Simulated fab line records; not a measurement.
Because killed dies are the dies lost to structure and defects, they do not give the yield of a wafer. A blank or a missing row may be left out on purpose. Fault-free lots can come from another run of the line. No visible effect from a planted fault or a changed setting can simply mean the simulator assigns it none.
Which tool is to blame? + flow sky130 + 42 wafers from 14 lots sampled at 3 of the route's 708 steps

## WHAT THE GAUGES READ, wafer by wafer
SKY_RES_XHIGH_TW_MEAS_09.
| lot  | measured     | on            | RES_XHIGH_TW                  |
|------|--------------|---------------|-------------------------------|
| L625 | day 27 04:30 | film_metro-03 | 1610 1604 1602                |
| L626 | day 27 13:54 | film_metro-03 | 1599 1612 1604                |
| L630 | day 28 22:14 | film_metro-03 | 1582 1595 1588                |
| L629 | day 28 23:17 | film_metro-04 | 1678 1675 1679                |
| L631 | day 29 08:20 | film_metro-02 | 1641 1642 1638                |
| L632 | day 30 02:47 | film_metro-04 | 1669 1659 1663                |
| L634 | day 30 10:18 | film_metro-03 | 1608 1621 1605                |
| L635 | day 30 19:14 | film_metro-03 | 1618 1614 1624                |
| L636 | day 30 20:42 | film_metro-04 | 1672 1666 1666                |
| L640 | day 32 15:22 | film_metro-04 | 1674 1665 1668                |
| L643 | day 33 15:12 | film_metro-03 | 1511 1513 1509 1512 1515 1520 |
| L645 | day 33 22:42 | film_metro-04 | 1550 1557 1566                |
| L646 | day 34 03:05 | film_metro-02 | 1644 1655 1647                |
| L647 | day 34 08:52 | film_metro-04 | 1666 1677 1670                |

SKY_SD_N_RS_MEAS_18: uses a four-point probe to measure.
| lot  | measured     | on            | RES_XHIGH_RS (ohm/sq)               |
|------|--------------|---------------|-------------------------------------|
| L625 | day 28 10:38 | film_metro-03 | 332.8 332.8 331.7                   |
| L626 | day 28 18:51 | film_metro-02 | 332.3 332.3 333.0                   |
| L630 | day 30 03:41 | film_metro-04 | 330.6 331.6 331.7                   |
| L629 | day 30 03:55 | film_metro-03 | 333.9 334.1 332.7                   |
| L631 | day 30 12:46 | film_metro-03 | 336.1 336.6 336.6                   |
| L632 | day 31 07:25 | film_metro-03 | 333.4 333.2 333.9                   |
| L634 | day 31 14:34 | film_metro-04 | 331.8 331.1 331.5                   |
| L635 | day 32 00:10 | film_metro-02 | 330.5 332.8 333.0                   |
| L636 | day 32 01:03 | film_metro-03 | 334.2 333.3 334.1                   |
| L640 | day 33 19:39 | film_metro-03 | 335.0 332.7 332.9                   |
| L643 | day 34 18:28 | film_metro-03 | 396.8 397.4 396.7 396.7 399.0 397.3 |
| L645 | day 35 01:59 | film_metro-03 | 399.6 397.7 398.7 399.3 399.0 398.9 |
| L646 | day 35 06:20 | film_metro-03 | 332.5 334.2 332.9                   |
| L647 | day 35 12:08 | film_metro-04 | 335.1 335.0 333.8                   |

## WHICH TOOL RAN EACH LOT (tool, then ch and the chambers of the sampled wafers, then the start)
| lot  | SKY_RES_XHIGH_IMPLANT_07        |
|------|---------------------------------|
| L625 | implanter-02 ch 0, day 27 04:16 |
| L626 | implanter-03 ch 0, day 27 13:40 |
| L630 | implanter-01 ch 0, day 28 22:02 |
| L629 | implanter-01 ch 0, day 28 23:02 |
| L631 | implanter-02 ch 0, day 29 08:05 |
| L632 | implanter-02 ch 0, day 30 02:32 |
| L634 | implanter-01 ch 0, day 30 10:03 |
| L635 | implanter-02 ch 0, day 30 18:59 |
| L636 | implanter-03 ch 0, day 30 20:28 |
| L640 | implanter-02 ch 0, day 32 15:08 |
| L643 | implanter-01 ch 0, day 33 14:57 |
| L645 | implanter-01 ch 0, day 33 22:27 |
| L646 | implanter-02 ch 0, day 34 02:53 |
| L647 | implanter-03 ch 0, day 34 08:40 |
- SKY_RES_XHIGH_IMPLANT_07

## AS READ BY THE TOOLS THEMSELVES (means over the sampled wafers that have a number; for cases with no such wafer, the mark the record gives instead)
SKY_RES_XHIGH_IMPLANT_07.
| lot  | tool         | dose_ions_cm2 |
|------|--------------|---------------|
| L625 | implanter-02 | 3.6e+14       |
| L626 | implanter-03 | 3.6e+14       |
| L630 | implanter-01 | 3.6e+14       |
| L629 | implanter-01 | 3.6e+14       |
| L631 | implanter-02 | 3.6e+14       |
| L632 | implanter-02 | 3.6e+14       |
| L634 | implanter-01 | 3.6e+14       |
| L635 | implanter-02 | 3.6e+14       |
| L636 | implanter-03 | 3.6e+14       |
| L640 | implanter-02 | 3.6e+14       |
| L643 | implanter-01 | 2.9e+14       |
| L645 | implanter-01 | 2.9e+14       |
| L646 | implanter-02 | 3.6e+14       |
| L647 | implanter-03 | 3.6e+14       |

## THE ANSWER, worked out from the rows above alone
Rule: the usual values come from the lots themselves. The widest of any qualifying gaps counts: lots, ordered by their means at a reading, are off when they make up no more than a third of the lots, leave a main group of 4 or more, and stand apart from it by 3 or more times the standard deviation of that group's means. Not used: any main group whose means are identical at the precision the tables above print for the reading. A lot without any number at a reading at which 4 lots or more have one is off too. The other lots that the step has rows for count as sound. Order of review: gauges by route order, followed by the tools' own readings, for which a lot's mean as printed above is used. At the first step where some lot is off, the reading lying furthest off is the one used; lots without a number count as furthest.
Off: L643, L645, seen at SKY_SD_N_RS_MEAS_18 (RES_XHIGH_RS). The main group: mean 333.2 ohm/sq, standard deviation 1.4.
A tool fits if, at a process step before that reading, it ran every lot that is off, and no sound lot after the first of them. Those tools and the gauges at SKY_SD_N_RS_MEAS_18 are tried in the same way. One fits: SKY_RES_XHIGH_IMPLANT_07 on implanter-01. Its last sound lot is L634 (day 30 10:03), its first lot that is off L643 (day 33 14:57): a fault that began between those two fits.
On the lots that are off, the tool's own readings at SKY_RES_XHIGH_IMPLANT_07 differ by more than 5 times the standard deviation of the sound lots' means, which bears it out; dose_ions_cm2 reads 2.9e+14 there versus 3.6e+14 on the sound lots.

## WHAT THE SIMULATOR PUT IN
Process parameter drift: implanter-01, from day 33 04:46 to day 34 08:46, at SKY_RES_XHIGH_IMPLANT_07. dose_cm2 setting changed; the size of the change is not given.
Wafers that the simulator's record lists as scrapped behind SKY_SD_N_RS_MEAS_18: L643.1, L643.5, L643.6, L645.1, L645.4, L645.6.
Lots struck among those shown: L643, L645. The same result came from the rule above.
